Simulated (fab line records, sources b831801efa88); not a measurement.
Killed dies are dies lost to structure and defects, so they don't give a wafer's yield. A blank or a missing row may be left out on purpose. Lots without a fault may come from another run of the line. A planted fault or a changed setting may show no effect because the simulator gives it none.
Which tool did it? | flow gf180mcu | 7 lots, 21 wafers sampled, at 2 steps of a route of 602

WHAT THE GAUGES READ, wafer by wafer
GF_V4_OVL_MEAS_15.
lot  | measured     | on         | V4_OVL (nm)
L562 | day 26 01:42 | overlay-02 | -4 -1 -3
L564 | day 26 15:25 | overlay-01 | -5 1 -2
L568 | day 28 00:13 | overlay-01 | -10 -7 -11
L570 | day 28 09:56 | overlay-02 | -7 -9 -7
L573 | day 29 10:21 | overlay-02 | 7 6 0
L577 | day 30 11:42 | overlay-01 | 0 -6 -3
L583 | day 32 00:00 | overlay-02 | -2 0 -1

WHICH TOOL RAN EACH LOT (tool, then ch and the chambers of the sampled wafers, then the start)
lot  | GF_V4_CMP_04
L562 | cmp-01 ch 1,2, day 25 03:58
L564 | cmp-02 ch 0,1,2, day 25 17:38
L568 | cmp-02 ch 1,2,3, day 27 03:25
L570 | cmp-01 ch 0,1,3, day 27 13:14
L573 | cmp-01 ch 1,2, day 28 14:42
L577 | cmp-01 ch 0,1,2, day 29 16:21
L583 | cmp-01 ch 0,2,3, day 31 05:37
- GF_V4_CMP_04: polishes SiO2.

THE ANSWER, worked out from the rows above alone
Rule: what is usual is taken from the lots themselves. Put in order of their means at a reading, lots are off if they are a third of the lots or fewer, leave a main group of 4 or more, and stand apart from it by a gap of 3 or more times the standard deviation of the main group's means; of several such gaps the widest counts. A main group whose means are all the same, to the digits that the tables above print for the reading, isn't used. A lot without any number at a reading at which 4 lots or more have one is off too. The other lots that the step has rows for count as sound.
No lot is off at any reading shown: from this, nothing can be told.

WHAT THE SIMULATOR HAD PUT IN
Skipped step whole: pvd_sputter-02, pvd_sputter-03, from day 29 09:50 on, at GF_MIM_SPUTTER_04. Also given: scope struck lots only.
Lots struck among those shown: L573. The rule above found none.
